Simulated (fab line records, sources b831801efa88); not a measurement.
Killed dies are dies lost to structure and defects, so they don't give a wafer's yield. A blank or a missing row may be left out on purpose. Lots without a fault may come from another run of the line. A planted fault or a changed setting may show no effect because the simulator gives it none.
fab line records | flow sky130 | part 2 of 2: steps 28 to 36 of 36
record lots=5 wafers=15 last_day=50
route steps=708 shown LDD_HVP@285 LDD_LDN@289 SPACER@304 POLY_CUT@307 SD_P@320
lots that met no fault: from a run of the same line without faults
start_h: hours from the record's first day to the start of the lot's first wafer shown | wait_h: hours since the lot's step before | " the same as in the row above | L1.1+2: a row that stands for several wafers | - no value, or no start given | * or withheld: withheld | < > ~ a bound
route shown NAME@n: a module of which the file shows steps, and the number in the route of the first | usual: mean/standard deviation of fault-free wafers | same: alike in all rows | chamber/n: place in a boat | sites: the reading at each site | _std_site: their standard deviation | _edge_site: outer sites' mean less inner sites' | radius_mm: how far each site lies from the wafer's centre | mask NAME#n: copy n | behind: the tool/chamber that last shaped the wafer | hold: why the lot was held/for how many hours/how that ended | device: the transistor (n, p or np) that didn't switch | end of line: the same wafers' tests at the end of the route | a step without rows: its recipe alone | killed: dies lost to structure and defects at the first sort, not the wafer's yield | map: a wafer's dies, x killed, . not, _ none there
set.NAME: the setting as run; set.NAME@STEP: as run at that earlier step | model.NAME: the simulator's own value behind a step, which no gauge read
lots at some steps of the route; a table a step, a row a wafer
services: from which hour (start_h, from the record's first day; less than 0 if before it) a tool's chamber was out of use, for how many hours, and why
## steps
# step SKY_POLY_CUT_EXPOSE_05
# recipe mask_id=NPCM na=0.8 source_shape=annular sigma_inner=0.55 sigma_outer=0.85 target_cd_nm=270 dose_mj=32
# usual exposure_dose_mJ_cm2=31.994/0.028
# same sigma_inner=0.55
# columns lot.wafer tool chamber start_h wait_h mask exposure_dose_mJ_cm2
L085.1 krf_scanner-01 0 - - NPCM#0 31.999
L085.3 " 0 " " NPCM#0 31.981
L085.5 " 0 " " NPCM#0 31.980
L088.1 krf_scanner-01 0 - - NPCM#0 32.041
L088.2 " 0 " " NPCM#0 32.015
L088.4 " 0 " " NPCM#0 32.001
L091.1 krf_scanner-02 0 - - NPCM#0 31.968
L091.4 " 0 " " NPCM#0 32.004
L091.6 " 0 " " NPCM#0 31.986
L096.4 krf_scanner-01 0 - - NPCM#0 32.021
L096.5 " 0 " " NPCM#0 32.010
L096.6 " 0 " " NPCM#0 31.987
L097.1 krf_scanner-02 0 - - NPCM#0 31.999
L097.2 " 0 " " NPCM#0 32.024
L097.6 " 0 " " NPCM#0 32.039
# step SKY_POLY_CUT_PEB_06
# recipe peb_temp_c=withheld peb_time_s=withheld resist=KrF-thick
# columns lot.wafer tool chamber start_h wait_h
L085.1+3+5 litho_track-02 0 - -
L088.1+2+4 litho_track-01 0 - -
L091.1+4+6 litho_track-01 0 - -
L096.4+5+6 litho_track-03 0 - -
L097.1+2+6 litho_track-02 0 - -
# step SKY_POLY_CUT_DEVELOP_07
# recipe develop_time_s=60 resist=KrF-thick dev_temp_c=21
# columns lot.wafer tool chamber start_h wait_h
L085.1+3+5 litho_track-02 0 - -
L088.1+2+4 litho_track-01 0 - -
L091.1+4+6 litho_track-01 0 - -
L096.4+5+6 litho_track-03 0 - -
L097.1+2+6 litho_track-02 0 - -
# step SKY_POLY_CUT_CD_MEAS_08
# recipe target_cd_nm=270
# usual cd_nm=269.7/2
# columns lot.wafer tool chamber start_h wait_h cd_nm
L085.1 cd_sem-02 - 676.23 - 270.6
L085.3 " - " " 270.0
L085.5 " - " " 271.5
L088.1 cd_sem-02 - 695.48 - 269.3
L088.2 " - " " 269.5
L088.4 " - " " 269.7
L091.1 cd_sem-02 - 717.68 - 270.2
L091.4 " - " " 268.6
L091.6 " - " " 269.4
L096.4 cd_sem-01 - 750.31 - 270.1
L096.5 " - " " 271.2
L096.6 " - " " 268.5
L097.1 cd_sem-02 - 766.68 - 269.7
L097.2 " - " " 271.0
L097.6 " - " " 270.4
# step SKY_POLY_CUT_OVL_MEAS_09
# usual POLY_CUT_OVL=-1/5.3
# columns lot.wafer tool chamber start_h wait_h POLY_CUT_OVL[nm]
L085.1 overlay-02 - 676.35 0.1 -7
L085.3 " - " " -5
L085.5 " - " " -5
L088.1 overlay-02 - 695.60 0.1 -3
L088.2 " - " " 7
L088.4 " - " " 4
L091.1 overlay-02 - 717.80 0.1 4
L091.4 " - " " -3
L091.6 " - " " -1
L096.4 overlay-01 - 750.38 0.1 -4
L096.5 " - " " -8
L096.6 " - " " -9
L097.1 overlay-02 - 766.80 0.1 -1
L097.2 " - " " -3
L097.6 " - " " -5
# step SKY_POLY_CUT_ETCH_10
# recipe chemistry=N2/H2 target=BARC ion_energy_ev=200 source_w=500 bias_w=100 pressure_mtorr=30 n2_flow_sccm=100 h2_flow_sccm=200 stop_on=SiO2 time_s=45.9 target_depth_a=600
# usual drypump_motor_current_A=5.7/0.43 oes_product_au=0.855/0.0048 throttle_valve_pct=13.224/0.011
# columns lot.wafer tool chamber start_h wait_h drypump_motor_current_A oes_product_au rf_hours_counter_h throttle_valve_pct
L085.1 rie_diel-01 1 676.39 0.0 5.0 0.855 12 13.230
L085.3 " 0 " " 5.6 0.846 54 13.218
L085.5 " 2 " " 5.5 0.849 - 13.214
L088.1 rie_diel-02 3 695.64 0.0 6.4 0.852 8 13.229
L088.2 " 1 " " 5.3 0.849 17 13.232
L088.4 " 2 " " 5.8 0.866 15 13.229
L091.1 rie_diel-01 2 717.84 0.0 5.5 0.855 14 13.228
L091.4 " 2 " " 5.5 0.858 - 13.221
L091.6 " 3 " " 6.1 0.859 - 13.215
L096.4 rie_diel-02 0 750.40 0.0 6.2 0.858 9 13.207
L096.5 " 2 " " 5.8 0.859 - 13.229
L096.6 " 1 " " 5.3 0.855 - 13.210
L097.1 rie_diel-02 2 766.84 0.0 5.8 0.851 17 13.215
L097.2 " 1 " " 5.3 0.854 19 13.229
L097.6 " 0 " " 6.2 0.855 - 13.237
# step SKY_POLY_CUT_ETCH_11
# recipe target=Si3N4 chemistry=CF4/CH2F2/Ar stop_on=poly-Si source_w=600 bias_w=150 pressure_mtorr=40 cf4_flow_sccm=40 ch2f2_flow_sccm=20 Ar_flow_sccm=150 time_s=42.5 target_depth_a=600
# usual drypump_motor_current_A=5.7/0.43 oes_product_au=0.831/0.0069 throttle_valve_pct=14.994/0.0092
# columns lot.wafer tool chamber start_h wait_h drypump_motor_current_A oes_product_au rf_hours_counter_h throttle_valve_pct
L085.1 rie_diel-01 1 676.43 0.0 5.0 0.817 12 14.988
L085.3 " 0 " " 5.6 0.825 54 14.989
L085.5 " 2 " " 5.5 0.817 - 15.001
L088.1 rie_diel-02 3 695.68 0.0 6.4 0.826 8 15.003
L088.2 " 1 " " 5.2 0.825 17 15.003
L088.4 " 2 " " 5.8 0.833 15 15.003
L091.1 rie_diel-01 2 717.88 0.0 5.5 0.829 14 14.987
L091.4 " 2 " " 5.5 0.828 - 15.011
L091.6 " 3 " " 6.1 0.830 - 14.979
L096.4 rie_diel-02 0 750.44 0.0 6.2 0.838 9 15.000
L096.5 " 2 " " 5.8 0.839 - 14.992
L096.6 " 1 " " 5.3 0.837 - 14.989
L097.1 rie_diel-02 2 766.88 0.0 5.8 0.826 17 14.991
L097.2 " 1 " " 5.2 0.840 19 14.976
L097.6 " 0 " " 6.2 0.840 - 14.971
# step SKY_POLY_CUT_STRIP_12
# recipe chemistry=O2/N2 power_w=1400 pressure_mtorr=1500 platen_temp_c=withheld o2_flow_sccm=3000 n2_flow_sccm=300 overash_fraction=0.5
# usual drypump_motor_current_A=5.5/0.38 o2_flow_sccm=3000/10 oes_product_au=0.452/0.0048 strip_time_to_endpoint_s=5.359/0.018
# columns lot.wafer tool chamber start_h wait_h drypump_motor_current_A o2_flow_sccm oes_product_au rf_hours_counter_h strip_time_to_endpoint_s
L085.1 plasma_asher-04 0 676.47 0.0 5.6 2995 0.458 25 5.338
L085.3 " 1 " " 4.9 2988 0.449 - 5.324
L085.5 " 0 " " 5.6 2998 0.447 - 5.331
L088.1 plasma_asher-01 0 695.72 0.0 5.7 2990 0.454 91 5.363
L088.2 " 1 " " 5.3 3003 0.446 91 5.353
L088.4 " 1 " " 5.3 3008 0.453 - 5.360
L091.1 plasma_asher-04 0 717.92 0.0 5.6 3013 0.447 29 5.367
L091.4 " 1 " " 4.9 3006 0.444 - 5.381
L091.6 " 0 " " 5.6 3012 0.442 - 5.356
L096.4 plasma_asher-04 1 750.52 0.1 4.8 2991 0.446 - 5.386
L096.5 " 0 " " 5.6 2994 0.451 - 5.392
L096.6 " 1 " " 4.9 2998 0.465 - 5.363
L097.1 plasma_asher-04 1 766.92 0.0 4.9 2996 0.455 34 5.352
L097.2 " 0 " " 5.6 3000 0.453 34 5.368
L097.6 " 0 " " 5.6 2988 0.450 - 5.373
# step SKY_SD_P_DEHYDRATE_00
# recipe temp_c=200 time_s=60
# usual heater_power_total_W=160.38/0.13
# columns lot.wafer tool chamber start_h wait_h heater_power_total_W
L085.1 litho_track-04 0 689.99 13.5 160.28
L085.3 " 0 " " 160.33
L085.5 " 0 " " 160.41
L088.1 litho_track-01 0 708.88 13.1 160.55
L088.2 " 0 " " 160.62
L088.4 " 0 " " 160.26
L091.1 litho_track-03 0 731.35 13.4 160.48
L091.4 " 0 " " 160.60
L091.6 " 0 " " 160.35
L096.4 litho_track-04 0 763.37 12.8 160.56
L096.5 " 0 " " 160.48
L096.6 " 0 " " 160.26
L097.1 litho_track-01 0 779.28 12.3 160.16
L097.2 " 0 " " 160.59
L097.6 " 0 " " 160.47
## services
# columns tool chamber start_h hours kind
iline_stepper-02 - 594.28 4.5 repair
plasma_asher-04 - 595.59 1.7 repair
iline_stepper-02 - 599.93 2.1 pm
krf_scanner-02 - 604.70 0.8 pm
krf_scanner-01 - 605.47 0.8 pm
krf_scanner-01 - 609.35 2.1 repair
implanter-03 - 609.67 2.9 pm
krf_scanner-01 - 618.14 3.6 pm
rie_diel-02 - 620.03 1.2 repair
krf_scanner-01 - 622.13 1.3 pm
plasma_asher-04 - 630.75 2.6 repair
rie_diel-01 - 659.44 2.8 pm
iline_stepper-01 - 686.75 2.1 pm
implanter-02 - 694.48 9.8 pm
krf_scanner-01 - 695.05 1.0 pm
plasma_asher-03 - 698.24 2.8 pm
implanter-02 - 704.31 4.6 pm
rie_diel-01 0 713.89 8.3 repair
iline_stepper-01 - 718.90 1.7 pm
rie_diel-02 - 725.96 0.5 repair
lpcvd-02 - 751.87 0.3 repair
implanter-02 - 752.31 5.7 repair
rie_diel-02 1 769.06 130.0 repair
krf_scanner-01 - 774.26 0.8 pm
